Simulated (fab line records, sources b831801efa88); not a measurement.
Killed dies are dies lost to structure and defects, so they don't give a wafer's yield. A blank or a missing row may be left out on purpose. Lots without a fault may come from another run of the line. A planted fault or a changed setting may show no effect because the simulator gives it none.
Chamber matching | flow gf180mcu | GF_CONTACT_CMP_04 on cmp-01: 4 sister chambers
The step polishes SiO2. 20 wafers are shown with their chamber, then 10 later ones without.

WAFERS WITH THEIR CHAMBER
wafer  | chamber | motor_current_A (A) | retaining_ring_pressure_frac | time_to_endpoint_s (s)
L074.2 | 3       | 11.0                | 0.994                        | 112
L074.4 | 1       | 11.6                | 0.993                        | 123
L074.5 | 3       | 11.1                | 0.995                        | 111
L076.2 | 0       | 13.6                | 1.001                        | 116
L076.5 | 1       | 11.3                | 0.997                        | 111
L076.6 | 0       | 14.3                | 0.997                        | 111
L080.1 | 2       | 11.9                | 1.007                        | 105
L080.2 | 1       | 12.3                | 0.997                        | 109
L080.5 | 3       | 11.5                | 1.001                        | 109
L081.1 | 1       | 11.5                | 1.002                        | 122
L081.2 | 2       | 10.5                | 1.003                        | 121
L081.3 | 3       | 11.0                | 1.002                        | 115
L082.4 | 2       | 11.7                | 0.999                        | 121
L082.5 | 3       | 11.5                | 1.006                        | 126
L082.6 | 2       | 11.7                | 0.994                        | 120
L087.1 | 0       | 13.3                | 0.999                        | 100
L087.2 | 3       | 11.6                | 1.004                        | 114
L087.3 | 2       | 11.9                | 1.010                        | 107
L089.1 | 1       | 11.6                | 0.999                        | 116
L089.4 | 3       | 11.1                | 1.005                        | 116

SIGNATURES (means of the wafers above)
reading                      | chamber 0 | chamber 1 | chamber 2 | chamber 3 | scatter within a chamber
motor_current_A              | 13.733    | 11.660    | 11.540    | 11.257    | 0.426
retaining_ring_pressure_frac | 0.99900   | 0.99760   | 1.00260   | 1.00100   | 0.00467
time_to_endpoint_s           | 109.00    | 116.20    | 114.80    | 114.71    | 6.79
Rule: a wafer's distance from a chamber is the root of the sum, over the readings, of the square of ((its reading less the chamber's mean) divided by the reading's scatter). The wafer belongs to the nearest chamber; if the next one is less than 2 further off, it can't be placed. The scatter: the root of (the sum of the squares of (reading less its chamber's mean) over the shown wafers, divided by (wafers less chambers)).

WAFERS WITHOUT THEIR CHAMBER
wafer  | motor_current_A (A) | retaining_ring_pressure_frac | time_to_endpoint_s (s)
L089.5 | 13.0                | 0.997                        | 116
L093.4 | 11.3                | 1.001                        | 126
L093.5 | 11.5                | 0.999                        | 118
L093.6 | 11.7                | 1.000                        | 113
L095.2 | 14.1                | 1.000                        | 121
L095.3 | 11.4                | 0.999                        | 111
L095.5 | 11.3                | 1.007                        | 119
L097.2 | 10.9                | 0.999                        | 119
L097.3 | 11.2                | 1.005                        | 123
L097.6 | 13.7                | 1.002                        | 124

WHICH CHAMBER EACH WENT THROUGH
wafer  | from the rows above          | in truth
L089.5 | can't be placed: 0 or 1 or 2 | 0
L093.4 | can't be placed: 3 or 2 or 1 | 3
L093.5 | can't be placed: 1 or 3 or 2 | 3
L093.6 | can't be placed: 1 or 2 or 3 | 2
L095.2 | 0                            | 0
L095.3 | can't be placed: 3 or 2 or 1 | 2
L095.5 | can't be placed: 2 or 3 or 1 | 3
L097.2 | can't be placed: 3 or 2 or 1 | 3
L097.3 | can't be placed: 3 or 2 or 1 | 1
L097.6 | 0                            | 0
Placed correctly: 2 of 10. Can't be placed from these rows: 8 (the true chamber is among the candidates in 8). Placed wrongly: 0.
